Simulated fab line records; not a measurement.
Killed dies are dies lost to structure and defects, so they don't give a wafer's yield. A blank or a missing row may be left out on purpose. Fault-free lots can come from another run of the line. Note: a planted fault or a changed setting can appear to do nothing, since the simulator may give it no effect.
What tool caused it? || flow sky130 || 21 wafers from 7 lots sampled at 2 of the route's 708 steps

== WHAT THE GAUGES READ, wafer by wafer ==
SKY_SD_N_CD_MEAS_07: the cd target is 380 nm.
{"lot": "L153", "measured": "day 28 20:19", "on": "cdSem-01", "cdNm (nm)": "380.2 382.9 380.3"}
{"lot": "L158", "measured": "day 31 07:47", "on": "cdSem-01", "cdNm (nm)": "380.2 382.3 379.4"}
{"lot": "L161", "measured": "day 31 23:50", "on": "cdSem-02", "cdNm (nm)": "381.4 381.3 382.8"}
{"lot": "L163", "measured": "day 32 16:50", "on": "cdSem-01", "cdNm (nm)": "382.7 382.5 382.1"}
{"lot": "L165", "measured": "day 33 12:29", "on": "cdSem-01", "cdNm (nm)": "380.4 381.5 381.5"}
{"lot": "L167", "measured": "day 33 15:02", "on": "cdSem-02", "cdNm (nm)": "380.1 380.4 381.9"}
{"lot": "L173", "measured": "day 35 08:35", "on": "cdSem-02", "cdNm (nm)": "379.6 378.9 381.2"}

== TOOL THAT RAN EACH LOT (tool first, then ch and the chambers of the sampled wafers, then the start) ==
{"lot": "L153", "SKY_VT_ADJUST_PCH_EXPOSE_04": "ilineStepper-01 ch 0, day 10 13:14"}
{"lot": "L158", "SKY_VT_ADJUST_PCH_EXPOSE_04": "ilineStepper-01 ch 0, day 12 10:08"}
{"lot": "L161", "SKY_VT_ADJUST_PCH_EXPOSE_04": "ilineStepper-02 ch 0, day 13 04:37"}
{"lot": "L163", "SKY_VT_ADJUST_PCH_EXPOSE_04": "ilineStepper-01 ch 0, day 13 20:31"}
{"lot": "L165", "SKY_VT_ADJUST_PCH_EXPOSE_04": "ilineStepper-01, day 14 09:38"}
{"lot": "L167", "SKY_VT_ADJUST_PCH_EXPOSE_04": "ilineStepper-02 ch 0, day 15 01:50"}
{"lot": "L173", "SKY_VT_ADJUST_PCH_EXPOSE_04": "ilineStepper-02 ch 0, day 16 23:40"}
- SKY_VT_ADJUST_PCH_EXPOSE_04: exposes mask NWM, target cd 840 nm.

== THE ANSWER, worked out from the rows above alone ==
Rule: the usual values come from the lots themselves. Put in order of their means at a reading, lots are off if they are a third of the lots or fewer, leave a main group of 4 or more, and stand apart from it by a gap of 3 or more times the standard deviation of the main group's means; of several such gaps the widest counts. If all means in a main group match to the digits the tables above print for the reading, that group is not used. A lot without any number at a reading at which 4 lots or more have one is off too. Any other lot the step has rows for is counted as sound.
No lot is off on any of the readings shown, so nothing can be concluded from this.

== WHAT THE SIMULATOR HAD INSERTED ==
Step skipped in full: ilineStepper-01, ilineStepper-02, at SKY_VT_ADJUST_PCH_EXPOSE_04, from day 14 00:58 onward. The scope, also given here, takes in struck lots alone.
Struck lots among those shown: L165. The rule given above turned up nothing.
